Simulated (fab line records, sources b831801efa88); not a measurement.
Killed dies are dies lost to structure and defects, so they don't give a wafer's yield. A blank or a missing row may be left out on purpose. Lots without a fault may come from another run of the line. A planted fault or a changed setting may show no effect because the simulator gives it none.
Chamber matching | flow sky130 | SKY_VIA1_CMP_24 on cmp-02: 4 sister chambers
The step polishes, stops on SiO2, t overpolish 15 s, target thk 0 nm. 8 wafers are shown with their chamber, then 7 later ones without.

WAFERS WITH THEIR CHAMBER
wafer  | chamber | motor_current_A (A) | overpolish_run_s (s)
L932.5 | 2       | 11.0                | 15.000
L939.2 | 3       | 10.8                | 15.022
L940.3 | 2       | 11.0                | 15.008
L951.1 | 3       | 11.7                | 15.011
L951.2 | 0       | 11.2                | 15.019
L951.5 | 1       | 9.4                 | 14.979
L952.1 | 1       | 9.4                 | 15.005
L952.2 | 0       | 10.9                | 14.996

WAFERS WITHOUT THEIR CHAMBER
wafer  | motor_current_A (A) | overpolish_run_s (s)
L952.4 | 10.7                | 15.001
L953.1 | 10.4                | 15.001
L953.3 | 10.6                | 15.021
L953.4 | 9.8                 | 14.997
L954.2 | 9.8                 | 15.010
L954.5 | 11.0                | 15.011
L954.6 | 11.0                | 15.008

WHICH CHAMBER EACH WENT THROUGH
wafer  | from the rows above               | in truth
L952.4 | can't be placed: 2 or 0 or 3      | 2
L953.1 | can't be placed: 2 or 0 or 3 or 1 | 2
L953.3 | can't be placed: 0 or 2 or 3      | 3
L953.4 | 1                                 | 1
L954.2 | can't be placed: 1 or 2 or 0      | 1
L954.5 | can't be placed: 0 or 2 or 3      | 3
L954.6 | can't be placed: 0 or 2 or 3      | 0
Placed correctly: 1 of 7. Can't be placed from these rows: 6 (the true chamber is among the candidates in 6). Placed wrongly: 0.
How it was worked out, from the rows above alone: a wafer's distance from a chamber is the root of the sum, over the readings, of the square of ((its reading less the chamber's mean) divided by the reading's scatter). The wafer belongs to the nearest chamber; if the next one is less than 2 further off, it can't be placed. A chamber's mean is the mean of its shown wafers. The scatter: the root of (the sum of the squares of (reading less its chamber's mean) over the shown wafers, divided by (wafers less chambers)).
